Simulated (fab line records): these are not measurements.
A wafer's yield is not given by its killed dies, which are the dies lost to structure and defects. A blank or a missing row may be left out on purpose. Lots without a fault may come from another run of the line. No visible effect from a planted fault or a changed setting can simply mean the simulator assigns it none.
A lot that was struck, set against a sound lot + flow sky130 + 43 steps out of a route of 708
Sound: these wafers, L653.4, L653.5, L653.6. Wafers struck: L667.2, L667.4, L667.6. The cause is given at the end.
Each step with rows lists, per side, the tool, then ch with its chambers, then its first start. Under that, the readings that differ: sound wafers + struck wafers + difference of the means + sigmas: that difference in standard deviations of wafers without a fault.
alike: readings whose means differ by less than 2 such deviations, and words and numbers that are the same on both sides. not compared: withheld readings, readings that some wafer has no value for, bounds like >300 that may hide the same value, and numbers for which the record gives no deviation and whose values overlap.
A row with sigmas, a row that says differs or no value, or rows on one side alone: a step with any of these is where the two part. When numbers do not overlap yet have no deviation, they are printed without sigmas and do not part them. A reading that every wafer of one side lacks parts them only if that side has two wafers or more.

SKY_LDD_P_OVL_MEAS_08:
  sound on overlay-02 at day 20 06:34; struck on overlay-02 at day 24 23:20
| reading        | sound          | struck      | difference | sigmas |
|----------------|----------------|-------------|------------|--------|
| LDD_P_OVL (nm) | -1.8 -1.4 -0.5 | 0.8 3.0 2.6 | +3.4       | +2     |
then, 1 step without rows for these wafers: SKY_LDD_P_IMPLANT_09.
SKY_LDD_P_STRIP_10: strips in O2/N2.
  sound on plasma_asher-04 ch 0,1, day 20 06:46; struck on plasma_asher-03 ch 0,1, day 24 23:31
  alike: drypump_motor_current_A, oes_product_au, strip_time_to_endpoint_s
  not compared: rf_hours_counter_h
SKY_LDD_P_TW_MEAS_11:
  sound on film_metro-04 at day 20 06:52; struck on film_metro-01 at day 24 23:37
  alike: LDD_P_TW
then, 7 steps without rows for these wafers: SKY_LDD_HVN_DEHYDRATE_00 (time 60 s); SKY_LDD_HVN_HMDS_01 (prime time 60 s); SKY_LDD_HVN_COAT_02 (resist thk 300 nm); SKY_LDD_HVN_SOFTBAKE_03 (time 60 s); SKY_LDD_HVN_EXPOSE_04 (exposes mask HVNTM, target cd 700 nm); SKY_LDD_HVN_PEB_05; SKY_LDD_HVN_DEVELOP_06 (develop time 60 s).
SKY_LDD_HVN_OVL_MEAS_07:
  sound on overlay-02 at day 21 13:38; struck on overlay-02 at day 26 05:10
  alike: LDD_HVN_OVL
SKY_LDD_HVN_IMPLANT_08:
  sound on implanter-01 ch 0, day 21 13:43; struck on implanter-03 ch 0, day 26 05:13
  alike: faraday_current_uA, tilt_deg
SKY_LDD_HVN_STRIP_09: strips in O2/N2.
  sound on plasma_asher-04 ch 0,1, day 21 13:50; struck on plasma_asher-03 ch 0,1, day 26 05:20
  alike: drypump_motor_current_A, oes_product_au, strip_time_to_endpoint_s
  not compared: rf_hours_counter_h
SKY_LDD_HVN_TW_MEAS_10:
  sound on film_metro-04 at day 21 13:56; struck on film_metro-04 at day 26 05:27
  alike: LDD_HVN_TW
then, 7 steps without rows for these wafers: SKY_LDD_HVP_DEHYDRATE_00 (time 60 s); SKY_LDD_HVP_HMDS_01 (prime time 60 s); SKY_LDD_HVP_COAT_02 (resist thk 300 nm); SKY_LDD_HVP_SOFTBAKE_03 (time 60 s); SKY_LDD_HVP_EXPOSE_04 (exposes mask HVPTM, target cd 700 nm); SKY_LDD_HVP_PEB_05; SKY_LDD_HVP_DEVELOP_06 (develop time 60 s).
SKY_LDD_HVP_OVL_MEAS_07:
  sound on overlay-01 at day 22 20:46; struck on overlay-01 at day 27 09:51
  alike: LDD_HVP_OVL
then, 1 step without rows for these wafers: SKY_LDD_HVP_IMPLANT_08.
SKY_LDD_HVP_STRIP_09: strips in O2/N2.
  sound on plasma_asher-01 ch 0,1, day 22 20:58; struck on plasma_asher-04 ch 0, day 27 10:02
  alike: drypump_motor_current_A, oes_product_au, strip_time_to_endpoint_s
  not compared: rf_hours_counter_h
SKY_LDD_HVP_TW_MEAS_10:
  sound on film_metro-01 at day 22 21:04; struck on film_metro-01 at day 27 10:08
  alike: LDD_HVP_TW
then, 7 steps without rows for these wafers: SKY_LDD_LDN_DEHYDRATE_00 (time 60 s); SKY_LDD_LDN_HMDS_01 (prime time 60 s); SKY_LDD_LDN_COAT_02 (resist thk 1140 nm); SKY_LDD_LDN_SOFTBAKE_03 (time 60 s); SKY_LDD_LDN_EXPOSE_04 (exposes mask LDNTM, target cd 700 nm); SKY_LDD_LDN_PEB_05; SKY_LDD_LDN_DEVELOP_06 (develop time 60 s).
SKY_LDD_LDN_OVL_MEAS_07:
  sound on overlay-01 at day 24 03:20; struck on overlay-02 at day 28 14:32
  alike: LDD_LDN_OVL
then, 4 steps without rows for these wafers: SKY_LDD_LDN_IMPLANT_08; SKY_LDD_LDN_IMPLANT_09; SKY_LDD_LDN_IMPLANT_10; SKY_LDD_LDN_IMPLANT_11.
SKY_LDD_LDN_STRIP_12: strips in O2/N2.
  sound on plasma_asher-03 ch 0,1, day 24 03:59; struck on plasma_asher-01 ch 0,1, day 28 15:10
  alike: drypump_motor_current_A, oes_product_au, strip_time_to_endpoint_s
  not compared: rf_hours_counter_h
SKY_LDD_LDN_TW_MEAS_13:
  sound on film_metro-03 at day 24 04:05; struck on film_metro-03 at day 28 15:17
  alike: LDD_LDN_TW
then, 2 steps without rows for these wafers: SKY_LDD_LDN_CLEAN_14 (cleans in SC1/SC2, time 150 s); SKY_SPACER_CVD_00 (deposits Si3N4 from DCS/NH3, target thk 43.1 nm, time 740 s).
-- the record jumps here: 21 days lie between the struck wafers' starts before and after (it left off in module SPACER and takes up again in module PAD_OPEN, whose first step shown is number 708 of the route) --
SKY_PAD_OPEN_PROBE_99:
  sound on prober-02 at day 46 17:10; struck on prober-02 at day 49 17:06
| reading                        | sound          | struck         | difference | sigmas |
|--------------------------------|----------------|----------------|------------|--------|
| model.etest.tip_n_5v.rs_ohm_sq | 1378 1366 1354 | 1578 1516 1562 | +186       |        |
  alike: killed_at_M0_to_M3, killed_at_M4_up, killed_at_contacts, killed_at_front_end, killed_at_other, killed_dies, killed_open, killed_short

WHERE THEY PART
At SKY_LDD_P_OVL_MEAS_08 and nowhere else, as far as this record goes. Later steps at which nothing parts them and some readings are alike: SKY_LDD_P_STRIP_10, SKY_LDD_P_TW_MEAS_11, SKY_LDD_HVN_OVL_MEAS_07, SKY_LDD_HVN_IMPLANT_08, SKY_LDD_HVN_STRIP_09, SKY_LDD_HVN_TW_MEAS_10, SKY_LDD_HVP_OVL_MEAS_07, SKY_LDD_HVP_STRIP_09, SKY_LDD_HVP_TW_MEAS_10, SKY_LDD_LDN_OVL_MEAS_07, SKY_LDD_LDN_STRIP_12, SKY_LDD_LDN_TW_MEAS_13, SKY_PAD_OPEN_PROBE_99.

WHY: what the simulator had put in
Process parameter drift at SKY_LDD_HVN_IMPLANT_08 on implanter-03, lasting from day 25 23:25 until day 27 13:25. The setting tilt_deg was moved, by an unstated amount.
